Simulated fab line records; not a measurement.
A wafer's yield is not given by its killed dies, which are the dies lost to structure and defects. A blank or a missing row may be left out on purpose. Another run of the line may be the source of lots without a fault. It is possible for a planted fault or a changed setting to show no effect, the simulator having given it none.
Which tool is to blame?	flow gf180mcu	45 wafers from 15 lots sampled at 2 of the route's 602 steps

WHAT EACH GAUGE READ, for each wafer
GF_CONTACT_BOW_MEAS_05. Usual: CONTACT_BOW gives 64 um (standard deviation 6.9).
lot	measured	on	CONTACT_BOW (um)	flag
L784	day 14 21:19	filmMetro-01	59 66 63	
L786	day 15 12:50	filmMetro-03	67 65 67	
L787	day 16 19:41	filmMetro-03	72 71 69	
L790	day 18 00:34	filmMetro-04	59 76 58	
L792	day 18 11:13	filmMetro-04	59 62 73	
L795	day 19 12:12	filmMetro-04	74 51 53	
L797	day 19 23:49	filmMetro-01	69 62 65	
L798	day 20 08:58	filmMetro-01	65 53 78	
L799	day 20 23:07	filmMetro-03	63 57 59	
L800	day 21 06:12	filmMetro-03	58 56 62	
L802	day 21 17:16	filmMetro-04	68 65 85	
L804	day 22 12:35	filmMetro-03	66 71 68	
L805	day 22 14:25	filmMetro-03	57 68 63	
L806	day 22 23:25	filmMetro-03	69 51 58	
L807	day 23 07:13	filmMetro-01	78 67 77	

WHICH TOOL RAN EACH LOT (tool, then ch and the chambers of the sampled wafers, then the start)
lot	GF_SAB_CVD_00
L784	pecvd-04 ch 0,1,2, day 13 22:42
L786	pecvd-01 ch 0,1, day 14 13:55
L787	pecvd-01 ch 0,1,2, day 15 19:13
L790	pecvd-01 ch 0,1,2, day 17 00:53
L792	pecvd-02 ch 0,1, day 17 10:09
L795	pecvd-01 ch 0,1, day 18 11:07
L797	pecvd-02 ch 0,1,2, day 18 21:42
L798	pecvd-02 ch 0,2, day 19 07:28
L799	pecvd-02 ch 1,2, day 19 21:04
L800	pecvd-01 ch 0,2, day 20 04:38
L802	pecvd-02 ch 0,1, day 20 15:48
L804	pecvd-04 ch 1,2, day 21 11:10
L805	pecvd-01 ch 1,2, day 21 13:32
L806	pecvd-04 ch 0,1,2, day 21 22:36
L807	pecvd-02 ch 0,2, day 22 06:40
- GF_SAB_CVD_00: deposits SiO2 from TEOS, target thk 50 nm, time 4.9302 s.

AS READ BY THE TOOLS THEMSELVES (means over the sampled wafers that have a number; for cases with no such wafer, the mark the record gives instead)
GF_SAB_CVD_00. Usual: heaterPowerOuterW 371 W, standard deviation 64; heaterPowerW 653 W, standard deviation 110; rfFwdPowerW 586.3 W, standard deviation 2.7.
lot	tool	heaterPowerOuterW (W)	heaterPowerW (W)	rfFwdPowerW (W)	flag
L784	pecvd-04	331	617	588.5	
L786	pecvd-01	314	517	584.5	
L787	pecvd-01	337	586	584.3	
L790	pecvd-01	369	625	586.4	
L792	pecvd-02	418	730	585.3	
L795	pecvd-01	346	552	585.1	
L797	pecvd-02	419	745	584.2	
L798	pecvd-02	504	839	584.6	
L799	pecvd-02	392	710	586.9	
L800	pecvd-01	417	720	588.5	
L802	pecvd-02	414	720	587.7	
L804	pecvd-04	336	626	586.4	
L805	pecvd-01	372	667	585.1	
L806	pecvd-04	321	606	588.4	
L807	pecvd-02	495	852	584.0	

THE ANSWER, worked out from the rows above alone
Rule: take the mean of a lot's wafers that have a number; if it is more than 3 standard deviations from the usual mean, the lot is off. A lot without any number at a reading at which 4 lots or more have one is off too. Any other lot the step has rows for is counted as sound. First the gauges in route order, then the tools' own readings, where a lot's mean is used as printed above. At the first step where some lot is off, the reading lying furthest off is the one used; lots without a number count as furthest.
No lot is off at any reading shown: from this, nothing can be told.

WHAT THE SIMULATOR HAD INSERTED
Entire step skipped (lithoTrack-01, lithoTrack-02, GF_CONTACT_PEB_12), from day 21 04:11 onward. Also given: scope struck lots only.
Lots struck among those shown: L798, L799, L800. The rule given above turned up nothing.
